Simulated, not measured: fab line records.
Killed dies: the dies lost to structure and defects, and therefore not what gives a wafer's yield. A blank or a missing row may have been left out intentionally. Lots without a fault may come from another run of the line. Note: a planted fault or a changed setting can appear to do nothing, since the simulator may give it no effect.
The tool behind it: which one?    flow sky130    33 wafers sampled from 11 lots at 1 step of a route of 708

## WHAT THE GAUGES SHOWED, per wafer
SKY_LI_CONTACT_OVL_MEAS_13.
lot   measured      on          LI_CONTACT_OVL (nm)
L343  day 29 12:14  overlay-01  -5 -7 -5
L348  day 31 12:32  overlay-01  -1 -1 -2
L350  day 31 16:17  overlay-02  -6 0 2
L349  day 31 17:29  overlay-01  5 2 8
L352  day 32 14:09  overlay-01  6 9 3
L353  day 32 16:36  overlay-02  6 6 7
L354  day 33 09:37  overlay-02  -5 -3 -6
L358  day 34 05:51  overlay-01  1 7 -7
L361  day 35 09:48  overlay-02  2 -6 -8
L362  day 35 12:05  overlay-01  2 1 2
L366  day 36 10:21  overlay-01  -4 -6 -6

## WHICH TOOL RAN EACH LOT (tool, then ch and the chambers of the sampled wafers, then the start)
Before these readings, the record contains no process step.

## THE ANSWER, worked out from the rows above alone
Rule: the lots themselves supply what counts as usual. The widest of any qualifying gaps counts: lots, ordered by their means at a reading, are off when they make up no more than a third of the lots, leave a main group of 4 or more, and stand apart from it by 3 or more times the standard deviation of that group's means. If all means in a main group match to the digits the tables above print for the reading, that group is not used. A lot without any number at a reading at which 4 lots or more have one is off too. All remaining lots with rows at the step are treated as sound.
None of the lots is off at any reading shown; this tells nothing.

## WHAT THE SIMULATOR PUT IN
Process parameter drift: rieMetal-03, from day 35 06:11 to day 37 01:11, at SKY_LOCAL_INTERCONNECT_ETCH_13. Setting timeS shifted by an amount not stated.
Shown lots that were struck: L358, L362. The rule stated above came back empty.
